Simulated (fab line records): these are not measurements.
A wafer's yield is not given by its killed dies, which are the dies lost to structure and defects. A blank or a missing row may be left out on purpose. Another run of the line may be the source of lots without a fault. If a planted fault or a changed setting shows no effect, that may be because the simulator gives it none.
The tool behind it: which one? / flow gf180mcu / Sampling: 7 lots, 21 wafers, 2 of 602 route steps

## WHAT THE GAUGES SHOWED, per wafer
GF_V5_CD_MEAS_14: the cd target is 260 nm.
lot=L211; measured=day 27 18:42; on=cdSem-02; cdNm (nm)=260.3 261.8 261.2
lot=L214; measured=day 28 20:23; on=cdSem-02; cdNm (nm)=260.1 260.5 260.8
lot=L216; measured=day 29 13:16; on=cdSem-01; cdNm (nm)=259.6 259.4 260.6
lot=L218; measured=day 29 22:37; on=cdSem-01; cdNm (nm)=260.6 260.5 260.5
lot=L228; measured=day 32 17:35; on=cdSem-02; cdNm (nm)=261.6 261.9 262.2
lot=L230; measured=day 32 21:56; on=cdSem-02; cdNm (nm)=259.5 259.3 259.0
lot=L233; measured=day 33 16:49; on=cdSem-02; cdNm (nm)=260.1 258.9 259.9

## TOOL THAT RAN EACH LOT (tool first, then ch and the chambers of the sampled wafers, then the start)
lot=L211; GF_V5_CMP_04=cmp-02 ch 0,2,3, day 26 22:29
lot=L214; GF_V5_CMP_04=cmp-01 ch 0,1, day 28 01:01
lot=L216; GF_V5_CMP_04=cmp-01 ch 0,1,3, day 28 17:08
lot=L218; GF_V5_CMP_04=cmp-01 ch 1,3, day 29 03:07
lot=L228; GF_V5_CMP_04=cmp-01 ch 0,2,3, day 32 00:51
lot=L230; GF_V5_CMP_04=cmp-02 ch 1,2, day 32 05:15
lot=L233; GF_V5_CMP_04=cmp-01 ch 0,2, day 33 00:57
- GF_V5_CMP_04: polishes SiO2.

## THE ANSWER, worked out from the rows above alone
Rule: the usual values come from the lots themselves. Put in order of their means at a reading, lots are off if they are a third of the lots or fewer, leave a main group of 4 or more, and stand apart from it by a gap of 3 or more times the standard deviation of the main group's means; of several such gaps the widest counts. A main group whose means are all the same, to the digits that the tables above print for the reading, isn't used. A lot without any number at a reading at which 4 lots or more have one is off too. All remaining lots with rows at the step are treated as sound.
No lot is off on any of the readings shown, so nothing can be concluded from this.

## WHAT THE SIMULATOR HAD PUT IN
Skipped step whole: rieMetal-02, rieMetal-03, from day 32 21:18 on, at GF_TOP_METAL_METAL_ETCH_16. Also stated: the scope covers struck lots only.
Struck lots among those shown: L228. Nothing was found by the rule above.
